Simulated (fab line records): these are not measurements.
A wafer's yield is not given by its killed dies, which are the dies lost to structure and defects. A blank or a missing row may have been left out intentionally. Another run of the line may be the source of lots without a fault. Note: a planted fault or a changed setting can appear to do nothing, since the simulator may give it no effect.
Problem report, 8D (eight disciplines) form, completed by code | flow gf180mcu | the parts of the form that need people (team, actions taken, sign-off) are left out

== 1. WHAT IS WRONG ==
Wafers free of any fault read 850 nm (standard deviation 11) for V1_CVD_02_THK at GF_V1_THK_MEAS_03, against a mean of 804 nm on 3 wafers of 2 lots. Measured from the usual mean, that is -4.2 standard deviations.
The first sign was on wafer L980.3 at day 19 09:44, on film metro-03. The record holds 36 wafers of 12 lots with a number at this step. Rule for "out" (also "out of limits"): further than 4 standard deviations from the usual mean. Any other wafer with a number is counted as sound.

== 2. WHAT IT IS AND WHAT IT IS NOT ==
question                    | is                           | is not
which readings at this step | V1_CVD_02_THK                | -
which lots                  | L980, L983                   | L975, L976, L977, L982, L989, L991, L992, L994, L996, L997
which wafers of those lots  | L980.3, L980.5, L983.3       | L980.6, L983.4, L983.5
read on which gauges        | film metro-01, film metro-03 | film metro-02
when                        | from day 19 09:44            | up to then (10 sound wafers); but 23 sound wafers of L982, L983, L989, L991, L992, L994, L996, L997 came after

== 3. THE SUSPECTS, EACH WITH WHAT RULES IT OUT ==
Counting: any tool at a process step up to the reading remains a suspect provided it ran every lot that is out. Sound lots after the first of them don't rule it out here, since some wafers of a struck lot are sound.
- ruled out: the gauge at GF_V1_THK_MEAS_03. The wafers that are out were read on 2 gauges (film metro-01, film metro-03).
- pecvd-02 at GF_V1_CVD_02 (deposits SiO2 from TEOS, target thk 850 nm, time 94.851 s): kept. It ran every lot that is out, first L980 (day 19 09:39); its last sound lot up to then is L977 (day 18 05:52). On those wafers its own readings are out: rf fwd power W.
- Within pecvd-02 at GF_V1_CVD_02: the wafers that are out ran in chamber 2; their sound lot-mates ran in chambers 0, 1.
Remaining after the count: pecvd-02 at GF_V1_CVD_02.

== 4. THE CAUSE (what the simulator had put in) ==
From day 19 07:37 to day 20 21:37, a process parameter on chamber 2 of pecvd-02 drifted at GF_V1_CVD_02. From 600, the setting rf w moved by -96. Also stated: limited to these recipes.
Counting left only this tool.

== 5. THE EFFECT CHAIN, in route order ==
One row per reading whose mean, taken over the struck wafers that have a number, lies over 3 standard deviations from the usual. Scope: only readings with a usual standard deviation given in the record; hours: median across lots of the time from each lot's start at the first step in this table that gives one to its start at this step; sigmas: change in usual standard deviations.
hours | step              | reading            | usual   | on struck wafers | change | sigmas
0     | GF_V1_CVD_02      | rf fwd power W     | 596.5 W | 500.5            | -96.0  | -48
0     | GF_V1_THK_MEAS_03 | V1_CVD_02_THK      | 850 nm  | 804              | -46    | -4.2
0     | GF_V1_CMP_04      | time to endpoint s | 82 s    | 63               | -19    | -3.5
Its process steps:
- GF_V1_CVD_02: deposits SiO2 from TEOS, target thk 850 nm, time 94.851 s.
- GF_V1_CMP_04: polishes SiO2.

== 6. HOW IT WOULD HAVE BEEN CAUGHT EARLIER ==
2 hours passed between the start of the fault at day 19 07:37 and the first reading out of limits at a measuring or inspecting step in this record, taken at day 19 09:44.
The tool's own readings at GF_V1_CVD_02 were out on every struck wafer that the step has a row for (rf fwd power W): an alarm limit on them would have fired on the first of those.
Of the lots that are out (2), L983 began GF_V1_CVD_02 on pecvd-02 after day 19 09:44. Had the tool been put on hold then, it would have been spared.
